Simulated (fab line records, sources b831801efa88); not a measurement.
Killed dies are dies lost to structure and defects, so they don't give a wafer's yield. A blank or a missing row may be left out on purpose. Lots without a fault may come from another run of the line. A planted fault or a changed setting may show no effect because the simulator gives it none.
Chamber matching | flow gf180mcu | GF_STI_ETCH_14 on rie_si-02: 4 sister chambers
The step etches Si in HBr/Cl2/O2, target depth 360 nm, time 102.9 s. 8 wafers are shown with their chamber, then 10 later ones without.

WAFERS WITH THEIR CHAMBER
wafer  | chamber | rf_fwd_power_W (W) | throttle_valve_pct (%)
L487.1 | 1       | 592.8              | 25.651
L487.2 | 2       | 595.8              | 25.655
L487.3 | 3       | 599.8              | 25.664
L488.3 | 0       | 599.1              | 25.673
L488.4 | 3       | 598.7              | 25.667
L488.6 | 0       | 598.8              | 25.643
L489.2 | 1       | 595.4              | 25.647
L489.5 | 2       | 600.6              | 25.646

WAFERS WITHOUT THEIR CHAMBER
wafer  | rf_fwd_power_W (W) | throttle_valve_pct (%)
L489.6 | 597.7              | 25.656
L491.2 | 600.9              | 25.659
L491.4 | 598.1              | 25.644
L491.6 | 598.1              | 25.647
L499.2 | 600.4              | 25.649
L499.3 | 598.3              | 25.655
L499.4 | 595.2              | 25.655
L500.3 | 595.3              | 25.648
L500.4 | 600.4              | 25.633
L500.5 | 596.0              | 25.655

WHICH CHAMBER EACH WENT THROUGH
wafer  | from the rows above               | in truth
L489.6 | can't be placed: 2 or 0 or 3 or 1 | 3
L491.2 | can't be placed: 0 or 3 or 2      | 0
L491.4 | can't be placed: 2 or 0 or 3 or 1 | 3
L491.6 | can't be placed: 2 or 0 or 3 or 1 | 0
L499.2 | can't be placed: 0 or 2 or 3      | 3
L499.3 | can't be placed: 2 or 0 or 3 or 1 | 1
L499.4 | can't be placed: 1 or 2 or 0 or 3 | 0
L500.3 | can't be placed: 1 or 2 or 0 or 3 | 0
L500.4 | can't be placed: 2 or 0 or 3 or 1 | 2
L500.5 | can't be placed: 1 or 2 or 0 or 3 | 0
Placed correctly: 0 of 10. Can't be placed from these rows: 10 (the true chamber is among the candidates in 10). Placed wrongly: 0.
How it was worked out, from the rows above alone: a wafer's distance from a chamber is the root of the sum, over the readings, of the square of ((its reading less the chamber's mean) divided by the reading's scatter). The wafer belongs to the nearest chamber; if the next one is less than 2 further off, it can't be placed. A chamber's mean is the mean of its shown wafers. The scatter: the root of (the sum of the squares of (reading less its chamber's mean) over the shown wafers, divided by (wafers less chambers)).
